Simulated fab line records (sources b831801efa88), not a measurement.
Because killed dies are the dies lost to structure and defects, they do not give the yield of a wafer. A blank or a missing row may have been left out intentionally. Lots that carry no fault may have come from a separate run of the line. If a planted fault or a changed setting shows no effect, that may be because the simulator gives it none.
Matching of chambers || flow gf180mcu || GF_V5_CMP_04 on cmp-01 has 4 sister chambers
The step polishes SiO2. 14 wafers are shown with their chamber, then 7 later ones without.

== WAFERS WITH THEIR CHAMBER ==
{"wafer": "L429.2", "chamber": 3, "motor_current_A (A)": 10.1, "head_pressure_psi (psi)": 4.002}
{"wafer": "L429.3", "chamber": 2, "motor_current_A (A)": 10.6, "head_pressure_psi (psi)": 3.999}
{"wafer": "L429.6", "chamber": 0, "motor_current_A (A)": 11.7, "head_pressure_psi (psi)": 3.990}
{"wafer": "L430.1", "chamber": 1, "motor_current_A (A)": 10.9, "head_pressure_psi (psi)": 3.984}
{"wafer": "L430.2", "chamber": 3, "motor_current_A (A)": 9.6, "head_pressure_psi (psi)": 3.989}
{"wafer": "L430.5", "chamber": 2, "motor_current_A (A)": 11.1, "head_pressure_psi (psi)": 4.012}
{"wafer": "L440.1", "chamber": 2, "motor_current_A (A)": 11.0, "head_pressure_psi (psi)": 4.001}
{"wafer": "L440.3", "chamber": 0, "motor_current_A (A)": 11.5, "head_pressure_psi (psi)": 3.998}
{"wafer": "L440.4", "chamber": 1, "motor_current_A (A)": 11.9, "head_pressure_psi (psi)": 4.005}
{"wafer": "L441.2", "chamber": 0, "motor_current_A (A)": 11.4, "head_pressure_psi (psi)": 3.984}
{"wafer": "L441.3", "chamber": 1, "motor_current_A (A)": 11.2, "head_pressure_psi (psi)": 3.999}
{"wafer": "L441.4", "chamber": 2, "motor_current_A (A)": 11.0, "head_pressure_psi (psi)": 4.007}
{"wafer": "L442.1", "chamber": 3, "motor_current_A (A)": 10.4, "head_pressure_psi (psi)": 3.997}
{"wafer": "L442.2", "chamber": 0, "motor_current_A (A)": 11.2, "head_pressure_psi (psi)": 4.013}

SIGNATURES (averages over the wafers above)
{"reading": "motor_current_A", "chamber 0": 11.450, "chamber 1": 11.333, "chamber 2": 10.925, "chamber 3": 10.033, "scatter within a chamber": 0.336}
{"reading": "head_pressure_psi", "chamber 0": 3.99625, "chamber 1": 3.99600, "chamber 2": 4.00475, "chamber 3": 3.99600, "scatter within a chamber": 0.00947}
Rule: distance of a wafer from a chamber = root of the sum over the readings of ((wafer's reading minus chamber's mean) / reading's scatter) squared. If the next closest chamber is less than 2 further off than the closest, the wafer can't be placed; otherwise it belongs to the closest. The scatter: the root of (the sum of the squares of (reading less its chamber's mean) over the shown wafers, divided by (wafers less chambers)).

== WAFERS WHOSE CHAMBER IS MISSING ==
{"wafer": "L442.5", "motor_current_A (A)": 10.1, "head_pressure_psi (psi)": 4.001}
{"wafer": "L444.1", "motor_current_A (A)": 10.8, "head_pressure_psi (psi)": 4.000}
{"wafer": "L444.4", "motor_current_A (A)": 11.4, "head_pressure_psi (psi)": 3.999}
{"wafer": "L444.6", "motor_current_A (A)": 11.7, "head_pressure_psi (psi)": 4.006}
{"wafer": "L445.2", "motor_current_A (A)": 10.8, "head_pressure_psi (psi)": 3.999}
{"wafer": "L445.5", "motor_current_A (A)": 11.6, "head_pressure_psi (psi)": 3.994}
{"wafer": "L445.6", "motor_current_A (A)": 9.9, "head_pressure_psi (psi)": 3.995}

== THE CHAMBER EACH PASSED THROUGH ==
{"wafer": "L442.5", "from the rows above": "can't be placed: 3 or 2", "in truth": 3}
{"wafer": "L444.1", "from the rows above": "can't be placed: 2 or 1 or 0 or 3", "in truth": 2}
{"wafer": "L444.4", "from the rows above": "can't be placed: 0 or 1 or 2", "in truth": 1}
{"wafer": "L444.6", "from the rows above": "can't be placed: 0 or 1 or 2", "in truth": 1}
{"wafer": "L445.2", "from the rows above": "can't be placed: 2 or 1 or 0 or 3", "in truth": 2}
{"wafer": "L445.5", "from the rows above": "can't be placed: 0 or 1 or 2", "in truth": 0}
{"wafer": "L445.6", "from the rows above": 3, "in truth": 3}
1 of 7 placed correctly. From these rows, 6 cannot be placed; in 6 the true chamber is one of the candidates. Placed wrongly: 0.
